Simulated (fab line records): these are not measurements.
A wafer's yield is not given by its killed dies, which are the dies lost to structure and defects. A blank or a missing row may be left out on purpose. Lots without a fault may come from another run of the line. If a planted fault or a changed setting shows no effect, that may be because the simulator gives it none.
One fault seen from 2 desks -- flow sky130 -- each desk holds nothing but its own numbers, with what lay behind them at the end

TOOL OWNER'S DESK, pvd_sputter-02
The tool's own readings at SKY_METAL5_SPUTTER_02 (material AlCu, target thk 1150 nm, time 61.2 s): means of the sampled wafers that have a number, for each lot that ran on this tool. The brackets show how far a lot's mean lies from the usual mean; more than 4 standard deviations puts the lot out of limits, marked OUT.
Columns: A = cathode_dc_power_W at SKY_METAL5_SPUTTER_02, usual 10450 W; B = throttle_valve_pct at SKY_METAL5_SPUTTER_02, usual 30.0 %
lot,first seen here,A,B
L142,day 42 11:31,10451,29.9
L144,day 43 14:38,10449,29.5
L153,day 45 14:19,10451,29.6
L158,day 47 01:00,10450,30.7
This desk's finding: nothing out of limits on any of the 4 lots.

THE METROLOGY DESK
What the gauges read, lot by lot, whatever tool the lot ran on: means of the sampled wafers that have a number. The brackets show how far a lot's mean lies from the usual mean; more than 4 standard deviations puts the lot out of limits, marked OUT.
Columns: A = METAL4_OVL at SKY_METAL4_OVL_MEAS_14, usual 3 nm; B = METAL5_ALCU_RS at SKY_METAL5_RS_MEAS_05, usual 0.02747 ohm/sq; C = METAL5_ALCU_THK at SKY_METAL5_THK_MEAS_06, usual 1121 nm
lot,first seen here,A,B,C
L142,day 41 09:13,9,0.02730,1118
L144,day 42 13:28,3,0.02716,1131
L146,day 42 23:19,13,0.02736,1130
L149,day 43 21:31,-2,0.02781,1119
L153,day 44 14:52,-6,0.03212 (+17) OUT,997 (-12) OUT
L152,day 44 20:24,8,0.02771,1108
L158,day 46 02:19,6,0.03169 (+15) OUT,1002 (-12) OUT
L162,day 47 19:40,6,0.02779,1106
L163,day 47 21:46,4,0.02701,1141
This desk reports L153, L158 out of limits; the earliest was L153 at day 45 14:26 (METAL5_ALCU_RS at SKY_METAL5_RS_MEAS_05). In limits: L142, L144, L146, L149, L152, L162, L163.

BROUGHT TOGETHER
At day 45 14:26 the metrology desk could have sounded an alarm, on L153, L158.
The desk of the tool owner found nothing out of limits.
The tool owner's desk has L153, L158 on record, within its limits.
On pvd_sputter-02, each named lot ran SKY_METAL5_SPUTTER_02.

WHAT THE SIMULATOR HAD PUT IN
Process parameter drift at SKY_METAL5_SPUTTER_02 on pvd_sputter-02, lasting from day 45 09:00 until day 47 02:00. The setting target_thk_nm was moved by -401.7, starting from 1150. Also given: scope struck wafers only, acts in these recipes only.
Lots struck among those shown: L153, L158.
Delay in hours, fault start to first out-of-limits reading, per desk: metrology desk 5.
